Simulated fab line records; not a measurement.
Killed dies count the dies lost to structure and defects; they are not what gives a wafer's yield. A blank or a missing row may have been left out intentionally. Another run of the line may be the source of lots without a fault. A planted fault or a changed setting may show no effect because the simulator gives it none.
Chamber matching / flow sky130 / SKY_VIA4_CMP_21 on cmp-02: 4 sister chambers
The step polishes, stops on SiO2, t overpolish 25 s, target thk 0 nm. 4 wafers are shown with their chamber, then 7 later ones without.

## WAFERS WITH THEIR CHAMBER
wafer=L728.6; chamber=1; motorCurrentA (A)=10.5
wafer=L744.5; chamber=2; motorCurrentA (A)=10.6
wafer=L748.1; chamber=0; motorCurrentA (A)=11.6
wafer=L748.4; chamber=3; motorCurrentA (A)=9.3

## WAFERS WHOSE CHAMBER IS MISSING
wafer=L748.5; motorCurrentA (A)=11.7
wafer=L750.2; motorCurrentA (A)=12.4
wafer=L750.3; motorCurrentA (A)=10.7
wafer=L750.6; motorCurrentA (A)=10.7
wafer=L751.1; motorCurrentA (A)=10.1
wafer=L751.4; motorCurrentA (A)=11.8
wafer=L751.6; motorCurrentA (A)=9.6

## THE CHAMBER EACH PASSED THROUGH
wafer=L748.5; from the rows above=0; in truth=0
wafer=L750.2; from the rows above=0; in truth=0
wafer=L750.3; from the rows above=can't be placed: 2 or 1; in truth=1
wafer=L750.6; from the rows above=can't be placed: 2 or 1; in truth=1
wafer=L751.1; from the rows above=can't be placed: 1 or 2 or 3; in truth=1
wafer=L751.4; from the rows above=0; in truth=0
wafer=L751.6; from the rows above=can't be placed: 3 or 1 or 2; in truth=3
3 of 7 placed correctly. Cannot be placed on the basis of these rows: 4; the candidates contain the true chamber in 4. Wrongly placed: 0.
How it was worked out, from the rows above alone: a wafer's distance from a chamber is the root of the sum, over the readings, of the square of ((its reading less the chamber's mean) divided by the reading's scatter). The wafer belongs to the nearest chamber; if the next one is less than 2 further off, it can't be placed. A chamber's mean is the mean of its shown wafers. The scatter (one wafer shown for each chamber): square how far every hidden wafer sits from the nearest shown wafer, average those squares and take the square root.
